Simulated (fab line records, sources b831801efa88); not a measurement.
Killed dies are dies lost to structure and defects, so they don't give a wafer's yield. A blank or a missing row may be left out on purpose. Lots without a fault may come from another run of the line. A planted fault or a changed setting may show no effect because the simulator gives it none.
Which tool did it? | flow gf180mcu | 12 lots, 36 wafers sampled, at 3 steps of a route of 602

WHAT THE GAUGES READ, wafer by wafer
GF_M1_THK_MEAS_06: measures by xrf.
lot  | measured     | on            | M1_ALCU_THK (nm)
L477 | day 17 08:32 | film_metro-03 | 451 456 458
L479 | day 17 20:20 | film_metro-03 | 472 460 463
L480 | day 18 12:03 | film_metro-04 | 451 454 448
L481 | day 18 21:08 | film_metro-03 | 462 454 462
L482 | day 19 02:52 | film_metro-04 | 454 455 450
L486 | day 20 08:46 | film_metro-04 | 456 459 461
L488 | day 21 00:47 | film_metro-03 | 469 468 467
L489 | day 21 09:43 | film_metro-04 | 448 457 456
L493 | day 23 00:12 | film_metro-01 | 462 467 467
L496 | day 23 21:50 | film_metro-01 | 451 455 452
L498 | day 24 14:19 | film_metro-03 | 459 457 455
L499 | day 24 22:49 | film_metro-03 | 453 460 453

GF_M1_CD_MEAS_14: target cd 230 nm.
lot  | measured     | on        | cd_nm (nm)
L477 | day 18 07:54 | cd_sem-01 | 228.6 230.3 228.7
L479 | day 18 20:12 | cd_sem-01 | 228.3 229.7 229.4
L480 | day 19 12:23 | cd_sem-01 | 232.6 232.5 232.5
L481 | day 19 22:03 | cd_sem-01 | 230.3 228.8 229.2
L482 | day 20 03:24 | cd_sem-02 | 232.0 231.0 231.6
L486 | day 21 08:59 | cd_sem-02 | 228.9 229.2 228.6
L488 | day 22 00:06 | cd_sem-02 | 229.2 230.2 228.8
L489 | day 22 09:21 | cd_sem-02 | 232.2 232.4 232.5
L493 | day 23 22:50 | cd_sem-01 | 229.9 229.9 230.3
L496 | day 24 20:29 | cd_sem-02 | 230.2 230.1 231.4
L498 | day 25 12:53 | cd_sem-01 | 229.5 231.3 229.8
L499 | day 25 20:08 | cd_sem-01 | 228.4 229.9 228.0

WHICH TOOL RAN EACH LOT (tool, then ch and the chambers of the sampled wafers, then the start)
lot  | GF_M1_SPUTTER_01
L477 | pvd_sputter-01, day 17 08:17
L479 | pvd_sputter-03, day 17 19:58
L480 | pvd_sputter-01, day 18 11:48
L481 | pvd_sputter-03, day 18 20:53
L482 | pvd_sputter-01, day 19 02:37
L486 | pvd_sputter-03, day 20 08:31
L488 | pvd_sputter-03, day 21 00:32
L489 | pvd_sputter-03, day 21 09:28
L493 | pvd_sputter-04, day 22 23:58
L496 | pvd_sputter-04, day 23 21:36
L498 | pvd_sputter-01, day 24 14:04
L499 | pvd_sputter-01, day 24 22:33
- GF_M1_SPUTTER_01: material TiN, target thk 30 nm, time 25 s.

WHAT THE TOOLS THEMSELVES READ (means of the sampled wafers that have a number; where no wafer has one, the mark that the record gives instead)
GF_M1_SPUTTER_01.
lot  | tool           | throttle_valve_pct (%)
L477 | pvd_sputter-01 | 31.1
L479 | pvd_sputter-03 | 28.9
L480 | pvd_sputter-01 | 30.7
L481 | pvd_sputter-03 | 29.0
L482 | pvd_sputter-01 | 30.8
L486 | pvd_sputter-03 | 28.8
L488 | pvd_sputter-03 | 28.7
L489 | pvd_sputter-03 | 29.1
L493 | pvd_sputter-04 | 29.5
L496 | pvd_sputter-04 | 30.0
L498 | pvd_sputter-01 | 30.8
L499 | pvd_sputter-01 | 31.6

THE ANSWER, worked out from the rows above alone
Rule: what is usual is taken from the lots themselves. Put in order of their means at a reading, lots are off if they are a third of the lots or fewer, leave a main group of 4 or more, and stand apart from it by a gap of 3 or more times the standard deviation of the main group's means; of several such gaps the widest counts. A main group whose means are all the same, to the digits that the tables above print for the reading, isn't used. A lot without any number at a reading at which 4 lots or more have one is off too. The other lots that the step has rows for count as sound. The gauges are gone through in route order, then the tools' own readings, and for those a lot's mean is taken as printed above. The first step at which some lot is off is used, and at that step the reading that is off furthest; a lot without a number counts as furthest.
No lot is off at any reading shown: from this, nothing can be told.

WHAT THE SIMULATOR HAD PUT IN
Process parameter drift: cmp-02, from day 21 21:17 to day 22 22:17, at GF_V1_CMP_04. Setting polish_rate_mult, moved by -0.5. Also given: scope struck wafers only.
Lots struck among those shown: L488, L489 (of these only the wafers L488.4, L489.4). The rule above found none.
